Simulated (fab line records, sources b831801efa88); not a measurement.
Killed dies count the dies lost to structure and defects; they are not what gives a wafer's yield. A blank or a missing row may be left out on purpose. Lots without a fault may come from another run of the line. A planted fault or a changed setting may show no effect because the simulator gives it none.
Which tool did it? -- flow sky130 -- 36 wafers from 12 lots sampled at 4 of the route's 708 steps

== WHAT THE GAUGES READ, wafer by wafer ==
SKY_POLY_GATE_THK_MEAS_01.
lot,measured,on,POLY_GATE_CVD_00_THK (nm)
L269,day 13 18:29,film metro-02,179.0 179.0 180.0
L270,day 14 09:11,film metro-02,181.6 182.4 183.3
L271,day 16 00:22,film metro-03,175.7 175.2 175.1
L273,day 16 00:25,film metro-04,181.3 182.8 182.2
L274,day 16 04:50,film metro-04,178.9 179.3 177.5
L277,day 16 11:10,film metro-02,180.7 178.6 181.5
L279,day 17 03:34,film metro-02,179.0 180.9 179.3
L278,day 17 09:18,film metro-02,180.9 181.1 181.0
L283,day 18 13:05,film metro-03,178.2 177.1 178.0
L286,day 19 19:45,film metro-03,177.4 176.1 178.9
L290,day 21 03:15,film metro-04,178.9 179.7 178.9
L292,day 21 22:16,film metro-04,179.2 180.8 179.5

SKY_LDD_P_TW_MEAS_11.
lot,measured,on,LDD_P_TW
L269,day 18 15:37,film metro-02,625 630 628
L270,day 19 04:45,film metro-02,634 632 635
L271,day 21 05:42,film metro-01,625 626 621
L273,day 21 06:41,film metro-02,632 631 630
L274,day 21 15:58,film metro-01,621 623 623
L277,day 21 19:52,film metro-04,638 638 642
L279,day 22 09:35,film metro-02,627 628 629
L278,day 22 16:59,film metro-04,642 636 641
L283,day 23 18:42,film metro-02,634 633 630
L286,day 25 00:12,film metro-04,635 638 633
L290,day 26 06:24,film metro-04,639 638 638
L292,day 27 00:47,film metro-02,635 634 636

SKY_LDD_HVN_TW_MEAS_10.
lot,measured,on,LDD_HVN_TW
L269,day 20 00:16,film metro-04,1445 1446 1440
L270,day 20 11:47,film metro-03,1455 1439 1445
L271,day 22 12:10,film metro-03,1443 1438 1434
L273,day 22 13:11,film metro-02,1425 1420 1428
L274,day 22 22:42,film metro-02,1416 1429 1427
L277,day 23 01:14,film metro-03,1447 1436 1446
L279,day 23 16:02,film metro-03,1433 1437 1439
L278,day 23 23:20,film metro-02,2910 2909 2912 2908 2916 2896
L283,day 25 00:07,film metro-02,2888 2908 2897 2888 2904 2886
L286,day 26 04:53,film metro-02,1423 1418 1414
L290,day 27 11:31,film metro-02,1417 1425 1424
L292,day 28 06:11,film metro-04,1436 1436 1448

== WHICH TOOL RAN EACH LOT (tool, then ch and the chambers of the sampled wafers, then the start) ==
lot,SKY_LDD_HVN_IMPLANT_08
L269,"implanter-02 ch 0, day 20 00:03"
L270,"implanter-02 ch 0, day 20 11:32"
L271,"implanter-04 ch 0, day 22 11:55"
L273,"implanter-02 ch 0, day 22 12:56"
L274,"implanter-04 ch 0, day 22 22:29"
L277,"implanter-02 ch 0, day 23 01:00"
L279,"implanter-02 ch 0, day 23 15:47"
L278,"implanter-02 ch 0, day 23 23:05"
L283,"implanter-02 ch 0, day 24 23:52"
L286,"implanter-03 ch 0, day 26 04:40"
L290,"implanter-02 ch 0, day 27 11:16"
L292,"implanter-04 ch 0, day 28 05:56"
- SKY_LDD_HVN_IMPLANT_08

== WHAT THE TOOLS THEMSELVES READ (means of the sampled wafers that have a number; where no wafer has one, the mark that the record gives instead) ==
SKY_LDD_HVN_IMPLANT_08.
lot,tool,beam on s (s),dose ions cm2,end station pressure torr (Torr),faraday current uA,tilt deg (degrees)
L269,implanter-02,9.83,3e+13,5.25e-06,172,40.014
L270,implanter-02,10.12,3e+13,5.14e-06,167,39.989
L271,implanter-04,9.98,3e+13,5.00e-06,170,39.998
L273,implanter-02,10.09,3e+13,5.13e-06,167,40.017
L274,implanter-04,10.10,3e+13,5.09e-06,168,39.982
L277,implanter-02,9.97,3e+13,5.17e-06,169,39.990
L279,implanter-02,10.20,3e+13,5.07e-06,167,40.008
L278,implanter-02,12.26,3e+14,6.10e-06,1416,40.006
L283,implanter-02,12.46,3e+14,6.37e-06,1396,40.000
L286,implanter-03,10.04,3e+13,5.02e-06,169,39.979
L290,implanter-02,10.17,3e+13,5.38e-06,167,40.007
L292,implanter-04,9.68,3e+13,5.22e-06,175,39.987

== THE ANSWER, worked out from the rows above alone ==
Rule: the lots themselves supply what counts as usual. The widest of any qualifying gaps counts: lots, ordered by their means at a reading, are off when they make up no more than a third of the lots, leave a main group of 4 or more, and stand apart from it by 3 or more times the standard deviation of that group's means. A main group is skipped when, at the precision printed for the reading in the tables above, its means are all equal. Also off: a lot with no number at a reading for which 4 or more lots have one. Where the step has rows for the other lots, those lots are counted as sound. Order of review: gauges by route order, followed by the tools' own readings, for which a lot's mean as printed above is used. At the first step where some lot is off, the reading lying furthest off is the one used; lots without a number count as furthest.
Off: L278, L283, seen at SKY_LDD_HVN_TW_MEAS_10 (LDD_HVN_TW). Main group: mean 1434, sd 9.8.
A tool fits if, at a process step before that reading, it ran every lot that is off, and no sound lot after the first of them. Not tried: the gauges at SKY_LDD_HVN_TW_MEAS_10; whatever is off there is also off at SKY_LDD_HVN_IMPLANT_08, on other tools, and gauge error can't account for it. Of those tried, none fits.

== WHAT WAS PUT IN BY THE SIMULATOR ==
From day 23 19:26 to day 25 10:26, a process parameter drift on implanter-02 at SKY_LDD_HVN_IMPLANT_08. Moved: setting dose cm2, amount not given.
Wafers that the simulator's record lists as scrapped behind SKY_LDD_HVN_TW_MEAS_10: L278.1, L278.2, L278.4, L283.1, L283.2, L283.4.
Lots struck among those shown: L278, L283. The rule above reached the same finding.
